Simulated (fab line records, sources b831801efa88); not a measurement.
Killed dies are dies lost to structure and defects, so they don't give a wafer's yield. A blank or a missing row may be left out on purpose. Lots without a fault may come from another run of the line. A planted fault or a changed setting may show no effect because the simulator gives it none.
A struck lot beside a sound one | flow sky130 | 17 steps out of a route of 708
Sound: wafers L449.2, L449.3, L449.5. Struck: wafers L453.1, L453.2, L453.6. The cause comes at the end.
At each step with rows: each side's tool, then ch and its chambers, then its first start. Under that, the readings that differ: sound wafers | struck wafers | difference of the means | sigmas: that difference in standard deviations of wafers without a fault.
alike: readings whose means differ by less than 2 such deviations, and words and numbers that are the same on both sides. not compared: withheld readings, readings that some wafer has no value for, bounds like >300 that may hide the same value, and numbers for which the record gives no deviation and whose values overlap.
The two part at a step that has a row with sigmas, a row that says differs or no value, or rows on one side only. Numbers that don't overlap but have no deviation are shown without sigmas and don't part them. A reading that every wafer of one side lacks parts them only if that side has two wafers or more.

SKY_VT_ADJUST_HVTP_OVL_MEAS_08:
  sound on overlay-02, day 7 22:50; struck on overlay-02, day 8 22:32
  reading                 | sound          | struck      | difference | sigmas
  VT_ADJUST_HVTP_OVL (nm) | -1.8 -1.4 -1.9 | 3.2 2.4 2.8 | +4.5       | +3
then, 1 step without rows for these wafers: SKY_VT_ADJUST_HVTP_IMPLANT_09.
SKY_VT_ADJUST_HVTP_STRIP_10: strips in O2/N2.
  sound on plasma_asher-02 ch 0,1, day 7 23:01; struck on plasma_asher-02 ch 0,1, day 8 22:44
  reading                      | sound             | struck            | difference | sigmas
  strip_time_to_endpoint_s (s) | 14.16 14.12 14.13 | 14.25 14.29 14.27 | +0.13      | +3
  alike: drypump_motor_current_A, o2_flow_sccm, oes_product_au
  not compared: rf_hours_counter_h
SKY_VT_ADJUST_HVTP_TW_MEAS_11:
  sound on film_metro-01, day 7 23:07; struck on film_metro-04, day 8 22:50
  alike: VT_ADJUST_HVTP_TW
then, 7 steps without rows for these wafers: SKY_VT_ADJUST_LVTN_DEHYDRATE_00 (time 60 s); SKY_VT_ADJUST_LVTN_HMDS_01 (prime time 60 s); SKY_VT_ADJUST_LVTN_COAT_02 (resist thk 3000 nm); SKY_VT_ADJUST_LVTN_SOFTBAKE_03; SKY_VT_ADJUST_LVTN_EXPOSE_04 (exposes mask NWM COMPLEMENT LESS NATIVE, target cd 840 nm); SKY_VT_ADJUST_LVTN_PEB_05; SKY_VT_ADJUST_LVTN_DEVELOP_06 (develop time 60 s).
SKY_VT_ADJUST_LVTN_OVL_MEAS_07:
  sound on overlay-02, day 8 19:38; struck on overlay-02, day 9 20:52
  alike: VT_ADJUST_LVTN_OVL
SKY_VT_ADJUST_LVTN_IMPLANT_08:
  sound on implanter-01 ch 0, day 8 19:41; struck on implanter-04 ch 0, day 9 20:55
  reading            | sound                          | struck                           | difference  | sigmas
  dose_ions_cm2      | 1.5723e+12 1.5705e+12 1.57e+12 | 2.0625e+12 2.0636e+12 2.0633e+12 | +4.9220e+11 | +99 or more
  faraday_current_uA | 9.04 8.71 8.99                 | 11.51 11.52 11.84                | +2.71       | +16
SKY_VT_ADJUST_LVTN_STRIP_09: strips in O2/N2.
  sound on plasma_asher-01 ch 0,1, day 8 19:49; struck on plasma_asher-04 ch 0,1, day 9 21:04
  alike: drypump_motor_current_A, o2_flow_sccm, oes_product_au, strip_time_to_endpoint_s
  not compared: rf_hours_counter_h
SKY_VT_ADJUST_LVTN_TW_MEAS_10:
  sound on film_metro-02, day 8 19:55; struck on film_metro-01, day 9 21:10
  reading           | sound             | struck            | difference | sigmas
  VT_ADJUST_LVTN_TW | 241.0 240.8 241.8 | 259.3 260.9 259.3 | +18.6      | +16
then, 1 step without rows for these wafers: SKY_VT_ADJUST_LVTN_DEHYDRATE_11 (time 60 s).
-- the record jumps here: 39 days lie between the struck wafers' starts before and after (it left off in module VT_ADJUST_LVTN and takes up again in module PAD_OPEN, whose first step shown is number 708 of the route) --
SKY_PAD_OPEN_PROBE_99:
  sound on prober-01, day 47 18:20; struck on prober-02, day 48 15:48
  reading                                   | sound                | struck               | difference | sigmas
  model.etest.nfet_01v8_lvt.body_rise_v (V) | 0.1461 0.1462 0.1479 | 0.1535 0.1498 0.1514 | +0.0048    |
  alike: killed_at_M0_to_M3, killed_at_M4_up, killed_at_contacts, killed_at_front_end, killed_at_other, killed_dies, killed_open, killed_short
  not compared: model.etest.nfet_01v8_lvt.vt_sat_v

WHERE THEY PART
First at SKY_VT_ADJUST_HVTP_OVL_MEAS_08; last, within this record, at SKY_VT_ADJUST_LVTN_TW_MEAS_10. Later steps at which nothing parts them and some readings are alike: SKY_PAD_OPEN_PROBE_99.

WHY: what the simulator had put in
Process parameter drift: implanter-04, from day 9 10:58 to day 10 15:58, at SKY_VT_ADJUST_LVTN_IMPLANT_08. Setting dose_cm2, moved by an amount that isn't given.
